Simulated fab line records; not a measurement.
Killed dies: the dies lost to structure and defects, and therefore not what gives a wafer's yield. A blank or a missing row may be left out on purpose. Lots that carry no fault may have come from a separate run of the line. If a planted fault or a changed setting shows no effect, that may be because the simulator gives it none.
Split-lot experiment    flow sky130    23 wafers read across 5 lots, on a route 708 steps long

## THE SPLIT
At SKY_VIA2_CVD_21 (deposits W, target thk 420 nm, time 126.4 s), the setting tempC was moved away from the recipe's 400 C on 5 of the 23 wafers read, by -2.7% to +2.6%. The other wafers ran this setting at the recipe's value.

## FROM THE SPLIT ON TO THE READING: in between, the file shows 1 step
- SKY_VIA2_RS_MEAS_22: measures by four-point-probe

## THE READING
VIA2_W_THK, in nm, at SKY_VIA2_THK_MEAS_23 (measures by xrf). Typical for fault-free wafers on this fab line: 446 nm, with standard deviation 9.2 nm.

wafer   tool, chamber at the split  tempC as run, C  against the recipe  VIA2_W_THK, nm  against lot-mates on the recipe
L077.1  cvdW-02, 1                  400              recipe              448             -
L077.2  cvdW-02, 1                  410.6            +2.6%               535             +88
L077.3  cvdW-02, 1                  400              recipe              446             -
L077.4  cvdW-02, 1                  410.6            +2.6%               540             +93
L077.5  cvdW-02, 1                  400              recipe              446             -
L079.1  cvdW-01, 1                  400              recipe              469             -
L079.2  cvdW-01, 0                  400              recipe              445             -
L079.3  cvdW-01, 0                  400              recipe              444             -
L079.4  cvdW-01, 1                  400              recipe              463             -
L079.5  cvdW-01, 1                  400              recipe              465             -
L080.2  cvdW-02, 1                  389              -2.7%               361             -86
L080.3  cvdW-02, 0                  400              recipe              448             -
L080.4  cvdW-02, 1                  400              recipe              447             -
L080.5  cvdW-02, 0                  389              -2.7%               362             -86
L080.6  cvdW-02, 1                  389              -2.7%               363             -84
L083.1  cvdW-01, 1                  400              recipe              461             -
L083.3  cvdW-01, 1                  400              recipe              460             -
L083.4  cvdW-01, 0                  400              recipe              430             -
L083.5  cvdW-01, 0                  400              recipe              437             -
L083.6  cvdW-01, 1                  400              recipe              454             -
L085.1  cvdW-02, 1                  400              recipe              429             -
L085.2  cvdW-02, 0                  400              recipe              433             -
L085.4  cvdW-02, 0                  400              recipe              438             -

THE FIT
A straight line over all 23 wafers: VIA2_W_THK changes by +32.3 nm for each +1% of tempC; r = +0.97; the points scatter about the line by 11 nm.
The same after taking each lot's own level away (the mean of its wafers on the recipe; 23 wafers): +32.4 nm for each +1%; r = +0.98; scatter 8.4 nm.
Per that fit: largest tempC move, reading shift of 89 nm.
From 433.3 to 457.2 nm: that is the span of the lots' own levels, equal to 2.6 times the standard deviation above.
Consequently the slope shifts little with the lot-to-lot level, the two slopes agreeing.
Check: -88.6 nm against its lot-mates is what the line predicts for one of the wafers moved furthest among these (-2.7%) when that wafer is left out of the fit. Against them it came out at -86.5 nm.

## FURTHER SPLITS ON THESE WAFERS
These wafers also went through other splits before the reading. Each is held against what the fit with the lots' levels taken away leaves over:
other split on the same wafers         wafers away from the commonest value  r with VIA2_W_THK (lot level and that fit taken away)
SKY_VIA1_HDPCVD_00 timeS               5                                     +0.01
SKY_VIA1_COAT_07 spinRpm               6                                     -0.17
SKY_VIA1_DEVELOP_11 developTimeS       8                                     +0.28
SKY_VIA1_SPUTTER_20 chamberPressurePa  15                                    +0.10
SKY_METAL2_SPUTTER_02 powerW           6                                     +0.09
SKY_VIA2_HDPCVD_00 timeS               6                                     +0.16
SKY_VIA2_COAT_06 spinRpm               10                                    +0.23

## THE WHOLE CHAIN: every reading that the file lists as answering this split, in the file's order
step                  what it does                                 reading                                                                  change (the file's fit)               r (the file's)
SKY_VIA2_CVD_21       deposits W, target thk 420 nm, time 126.4 s  W_of_VIA2_CVD_21.thkNm (the simulator's own value, which no gauge read)  +29.7 nm for each +1% of the setting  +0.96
SKY_VIA2_RS_MEAS_22   measures by four-point-probe                 VIA2_W_RS                                                                -0.0193 for each +1% of the setting   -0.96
SKY_VIA2_THK_MEAS_23  measures by xrf                              VIA2_W_THK                                                               +32.6 for each +1% of the setting     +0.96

## THE FILE'S OWN FIT
VIA2_W_THK changes by +32.6 nm for each +1% of tempC, r = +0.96.
